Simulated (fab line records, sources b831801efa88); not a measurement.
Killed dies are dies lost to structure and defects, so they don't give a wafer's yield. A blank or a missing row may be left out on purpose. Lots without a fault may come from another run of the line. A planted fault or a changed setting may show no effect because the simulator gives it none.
Chamber matching | flow sky130 | SKY_VIA3_ETCH_14 on rie_diel-04: 3 sister chambers
The step etches BARC in N2/H2, stops on SiO2, time 45.9 s, target depth 60 nm. 14 wafers are shown with their chamber, then 4 later ones without.

WAFERS WITH THEIR CHAMBER
wafer  | chamber | drypump_motor_current_A (A) | oes_product_au (a.u.) | throttle_valve_pct (%)
L074.1 | 2       | 6.3                         | 0.859                 | 13.225
L074.3 | 0       | 5.8                         | 0.859                 | 13.212
L074.5 | 0       | 5.8                         | 0.851                 | 13.227
L075.2 | 1       | 5.3                         | 0.845                 | 13.217
L075.5 | 1       | 5.4                         | 0.856                 | 13.231
L075.6 | 2       | 6.3                         | 0.852                 | 13.219
L084.1 | 2       | 6.3                         | 0.859                 | 13.230
L084.2 | 1       | 5.4                         | 0.854                 | 13.227
L084.3 | 0       | 5.8                         | 0.852                 | 13.231
L090.3 | 2       | 6.3                         | 0.855                 | 13.216
L090.5 | 1       | 5.4                         | 0.855                 | 13.217
L090.6 | 2       | 6.3                         | 0.852                 | 13.214
L093.4 | 1       | 5.4                         | 0.854                 | 13.214
L093.5 | 1       | 5.4                         | 0.854                 | 13.218

SIGNATURES (means of the wafers above)
reading                 | chamber 0 | chamber 1 | chamber 2 | scatter within a chamber
drypump_motor_current_A | 5.800     | 5.383     | 6.300     | 0.0275
oes_product_au          | 0.85400   | 0.85300   | 0.85540   | 0.0039
throttle_valve_pct      | 13.22333  | 13.22067  | 13.22080  | 0.00739
Rule: a wafer's distance from a chamber is the root of the sum, over the readings, of the square of ((its reading less the chamber's mean) divided by the reading's scatter). The wafer belongs to the nearest chamber; if the next one is less than 2 further off, it can't be placed. The scatter: the root of (the sum of the squares of (reading less its chamber's mean) over the shown wafers, divided by (wafers less chambers)).

WAFERS WITHOUT THEIR CHAMBER
wafer  | drypump_motor_current_A (A) | oes_product_au (a.u.) | throttle_valve_pct (%)
L093.6 | 5.8                         | 0.848                 | 13.225
L095.1 | 6.3                         | 0.847                 | 13.222
L097.4 | 5.4                         | 0.858                 | 13.225
L097.6 | 5.8                         | 0.853                 | 13.231

WHICH CHAMBER EACH WENT THROUGH
wafer  | from the rows above | in truth
L093.6 | 0                   | 0
L095.1 | 2                   | 2
L097.4 | 1                   | 1
L097.6 | 0                   | 0
Placed correctly: 4 of 4. Can't be placed from these rows: 0. Placed wrongly: 0.
